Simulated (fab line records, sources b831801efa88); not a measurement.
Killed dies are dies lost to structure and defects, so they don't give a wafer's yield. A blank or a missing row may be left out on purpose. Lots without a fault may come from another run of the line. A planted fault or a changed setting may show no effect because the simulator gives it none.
A struck lot beside a sound one | flow gf180mcu | 14 steps out of a route of 602
Sound: wafers L994.4, L994.5, L994.6. Struck: wafers L998.1, L998.2, L998.3. The cause comes at the end.
At each step with rows: each side's tool, then ch and its chambers, then its first start. Under that, the readings that differ: sound wafers | struck wafers | difference of the means | sigmas: that difference in standard deviations of wafers without a fault.
alike: readings whose means differ by less than 2 such deviations, and words and numbers that are the same on both sides. not compared: withheld readings, readings that some wafer has no value for, bounds like >300 that may hide the same value, and numbers for which the record gives no deviation and whose values overlap.
The two part at a step that has a row with sigmas, a row that says differs or no value, or rows on one side only. Numbers that don't overlap but have no deviation are shown without sigmas and don't part them. A reading that every wafer of one side lacks parts them only if that side has two wafers or more.

GF_M1_SPUTTER_00: material Ti, target thk 37.5 nm, time 150 s.
  sound on pvd_sputter-02, day 19 05:35; struck on pvd_sputter-01, day 21 00:53
  alike: throttle_valve_pct
GF_M1_SPUTTER_01: material TiN, target thk 30 nm, time 25 s.
  sound on pvd_sputter-02, day 19 05:41; struck on pvd_sputter-01, day 21 00:59
  alike: throttle_valve_pct
GF_M1_SPUTTER_02: material AlCu, target thk 450 nm, time 23.9 s.
  sound on pvd_sputter-02, day 19 05:43; struck on pvd_sputter-01, day 21 01:01
  alike: throttle_valve_pct
GF_M1_SPUTTER_03: material Ti, target thk 10 nm, time 6.7 s.
  sound on pvd_sputter-02, day 19 05:44; struck on pvd_sputter-01, day 21 01:02
  alike: throttle_valve_pct
GF_M1_SPUTTER_04: material TiN, target thk 50 nm, time 41.7 s.
  sound on pvd_sputter-02, day 19 05:46; struck on pvd_sputter-01, day 21 01:04
  alike: throttle_valve_pct
GF_M1_RS_MEAS_05: measures by four-point-probe.
  sound on film_metro-01, day 19 05:52; struck on film_metro-03, day 21 01:06
  alike: M1_ALCU_RS
GF_M1_THK_MEAS_06: measures by xrf.
  sound on film_metro-01, day 19 05:57; struck on film_metro-03, day 21 01:13
  alike: M1_ALCU_THK
then, 5 steps without rows for these wafers: GF_M1_DEHYDRATE_07 (time 60 s); GF_M1_HMDS_08 (prime time 60 s); GF_M1_COAT_09 (resist thk 1000 nm); GF_M1_SOFTBAKE_10 (time 60 s); GF_M1_EXPOSE_11 (exposes mask Metal1, target cd 230 nm).
GF_M1_PEB_12: peb time 90 s.
  sound on litho_track-02 ch 0, day 20 05:40; struck on litho_track-02, day 22 00:13
  no value came back on the struck wafers for chill_plate_temp_C (C), exhaust_pa (Pa); on the sound wafers chill_plate_temp_C (C) reads 23.06 23.09 23.04
then, 1 step without rows for these wafers: GF_M1_DEVELOP_13 (develop time 60 s).

WHERE THEY PART
Only at GF_M1_PEB_12, within this record.

WHY: what the simulator had put in
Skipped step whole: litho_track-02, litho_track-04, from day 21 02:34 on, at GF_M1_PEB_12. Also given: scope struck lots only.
